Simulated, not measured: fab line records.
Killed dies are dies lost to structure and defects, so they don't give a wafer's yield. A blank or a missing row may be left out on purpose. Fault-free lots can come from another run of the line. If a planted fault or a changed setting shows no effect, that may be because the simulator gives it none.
2 desks, one fault / flow gf180mcu / every desk sees just its own numbers, and what lay behind them comes last

## AT THE METROLOGY DESK
Lot by lot, what the gauges showed, no matter which tool ran the lot: averages of those sampled wafers that carry a number. Any lot whose mean is over 4 standard deviations away from the usual mean is out of limits and marked OUT; that distance is given in the brackets.
Columns: A = VT_IMPLANT_01_OVL at GF_VT_IMPLANT_OVL_MEAS_18, usual -0.8 nm; B = VT_IMPLANT_2_TW at GF_VT_IMPLANT_TW_MEAS_21, usual 1221; C = VT_IMPLANT_02_OVL at GF_VT_IMPLANT_OVL_MEAS_29, usual -0.1 nm
lot=L146; first seen here=day 7 11:03; A=0.8; B=1214; C=-0.0
lot=L147; first seen here=day 7 12:53; A=-0.8; B=1219; C=-1.1
lot=L148; first seen here=day 7 14:00; A=0.3; B=1209; C=-1.2
lot=L149; first seen here=day 8 02:03; A=-2.1; B=1227; C=0.6
lot=L153; first seen here=day 8 16:21; A=-2.3; B=1234; C=0.5
lot=L154; first seen here=day 8 23:05; A=-1.5; B=1216; C=-0.9
lot=L156; first seen here=day 9 09:50; A=-1.3; B=1225; C=-1.3
lot=L158; first seen here=day 9 20:21; A=-1.4; B=1224; C=1.5
lot=L159; first seen here=day 10 03:15; A=-1.3; B=1225; C=-1.2
lot=L162; first seen here=day 10 19:45; A=-2.1; B=1220; C=0.1
lot=L163; first seen here=day 11 02:23; A=0.5; B=1214; C=2.7
lot=L167; first seen here=day 12 02:28; A=-0.1; B=1207; C=0.9
Finding of this desk: none of the 12 lots has anything out of limits.

## FOR THE TOOL OWNER'S DESK: ilineStepper-01
The tool's own readings at GF_VT_IMPLANT_EXPOSE_26 (exposes mask LVPWELL HV AREA, target cd 860 nm): means of the sampled wafers that have a number, for each lot that ran on this tool. Any lot whose mean is over 4 standard deviations away from the usual mean is out of limits and marked OUT; that distance is given in the brackets.
Columns: A = exposureDoseMJCm2 at GF_VT_IMPLANT_EXPOSE_26, usual 140.05
lot=L146; first seen here=day 7 21:10; A=128.40 (-78) OUT
lot=L147; first seen here=day 7 21:14; A=128.53 (-77) OUT
lot=L148; first seen here=day 7 22:06; A=128.44 (-77) OUT
lot=L149; first seen here=day 8 10:35; A=128.54 (-77) OUT
This desk's verdict: out of limits on L146, L147, L148, L149, starting with L146 at day 7 21:10 (exposureDoseMJCm2 at GF_VT_IMPLANT_EXPOSE_26). In limits: none.

## TAKEN TOGETHER
At day 7 21:10, on L146, L147, L148, L149, the tool owner's desk was in a position to raise an alarm.
From the metrology desk's view, nothing was out of limits.
The metrology desk has L146, L147, L148, L149 on record, within its limits.
The lots listed all ran GF_VT_IMPLANT_EXPOSE_26 on ilineStepper-01.

## WHAT WAS PUT IN BY THE SIMULATOR
Process parameter drift: ilineStepper-01, from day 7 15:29 on, at GF_VT_IMPLANT_EXPOSE_26. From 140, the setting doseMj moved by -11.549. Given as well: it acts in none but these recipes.
Lots struck among those shown: L146, L147, L148, L149.
Hours from the fault's start to each desk's first reading out of limits: the tool owner's desk, 6.
